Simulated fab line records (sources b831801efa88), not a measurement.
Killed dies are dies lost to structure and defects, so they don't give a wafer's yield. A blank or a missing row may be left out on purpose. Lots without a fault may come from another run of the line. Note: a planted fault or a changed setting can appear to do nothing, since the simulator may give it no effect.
Struck lot and sound lot, side by side / flow gf180mcu / 15 steps out of a route of 602
Sound: wafers L113.2, L113.3, L113.5. Struck: wafers L104.2, L104.3, L104.6. The cause comes at the end.
For every step that has rows: the tool of each side, followed by ch and its chambers, followed by its first start. Under that, the readings that differ: sound wafers / struck wafers / difference of the means / sigmas: that difference in standard deviations of wafers without a fault.
alike: readings with means less than 2 such deviations apart, plus words and numbers identical on both sides. not compared: withheld readings, readings lacking a value on some wafer, bounds such as >300 that could conceal the same value, and numbers that have no deviation in the record and whose values overlap.
Wherever a step has rows on one side only, a row that says differs or no value, or a row with sigmas, the two part there. Numbers that have no deviation but don't overlap get no sigmas and don't part them. A reading that every wafer of one side lacks parts them only if that side has two wafers or more.

GF_SAB_CD_MEAS_09: target cd 420 nm.
  struck on cd_sem-01, day 17 23:32; sound on cd_sem-02, day 21 10:37
  alike: cd_nm
GF_SAB_OVL_MEAS_10:
  struck on overlay-01, day 17 23:39; sound on overlay-02, day 21 10:43
  alike: SAB_OVL
then, 2 steps without rows for these wafers: GF_SAB_ETCH_11 (etches SiO2 in C4F8/O2/Ar, target depth 55 nm, time 8.5 s); GF_SAB_WET_ETCH_12 (etches SiO2 in dHF, target depth 22 nm, time 440 s).
GF_SAB_STRIP_13: strips in O2/N2.
  sound on plasma_asher-01 ch 0,1, day 21 10:55; struck on plasma_asher-01 ch 0,1, day 17 23:50
  alike: drypump_motor_current_A, heater_power_w, oes_product_au, strip_time_to_endpoint_s
  not compared: rf_hours_counter_h
then, 2 steps without rows for these wafers: GF_SALICIDE_CLEAN_00 (cleans in SC1/SC2, time 150 s); GF_SALICIDE_WET_ETCH_01 (etches SiO2 in dHF, target depth 5 nm, time 100 s).
GF_SALICIDE_SPUTTER_02: material Co, target thk 10 nm, time 20 s.
  struck on pvd_sputter-01, day 18 00:01; sound on pvd_sputter-01, day 21 11:09
  alike: cathode_dc_power_W, chamber_pressure_pa, throttle_valve_pct
GF_SALICIDE_SPUTTER_03: material TiN, target thk 20 nm, time 16.7 s.
  struck on pvd_sputter-01, day 18 00:03; sound on pvd_sputter-01, day 21 11:11
  alike: cathode_dc_power_W, chamber_pressure_pa, throttle_valve_pct
GF_SALICIDE_RS_MEAS_04: uses a four-point probe to measure.
  struck on film_metro-04, day 18 00:05; sound on film_metro-02, day 21 11:14
  alike: SALICIDE_TIN_RS
GF_SALICIDE_THK_MEAS_05: measures by xrf.
  struck on film_metro-04, day 18 00:12; sound on film_metro-02, day 21 11:20
  alike: SALICIDE_TIN_THK
GF_SALICIDE_RTA_06: time 30 s.
  sound on rtp_anneal-01 ch 0, day 21 11:24; struck on rtp_anneal-01 ch 0, day 18 00:16
  alike: lamp_power_pct, wafer_temp_C_max
GF_SALICIDE_WET_ETCH_07: etches the open film in SPM, target depth 120 nm.
  sound on wet_bench-03 ch 2, day 21 11:29; struck on wet_bench-01 ch 3, day 18 00:21
reading=model.Co_of_SALICIDE_SPUTTER_02.thk_nm (nm); sound=0 0 0; struck=9.845 9.779 9.874; difference=+9.833; sigmas=
GF_SALICIDE_RTA_08: time 30 s.
  sound on rtp_anneal-02 ch 0, day 21 11:36; struck on rtp_anneal-02 ch 0, day 18 00:28
  alike: lamp_power_pct, wafer_temp_C_max
-- the record jumps here: 14 days lie between the struck wafers' starts before and after (it left off in module SALICIDE and takes up again in module PASSIVATION, whose first step shown is number 602 of the route) --
GF_PASSIVATION_PROBE_99:
  record: rows for the struck wafers here (prober-01, day 31 13:19), none for the sound ones

== WHERE THEY PART ==
Within this record, at GF_PASSIVATION_PROBE_99 only.

WHY: what had been put in by the simulator
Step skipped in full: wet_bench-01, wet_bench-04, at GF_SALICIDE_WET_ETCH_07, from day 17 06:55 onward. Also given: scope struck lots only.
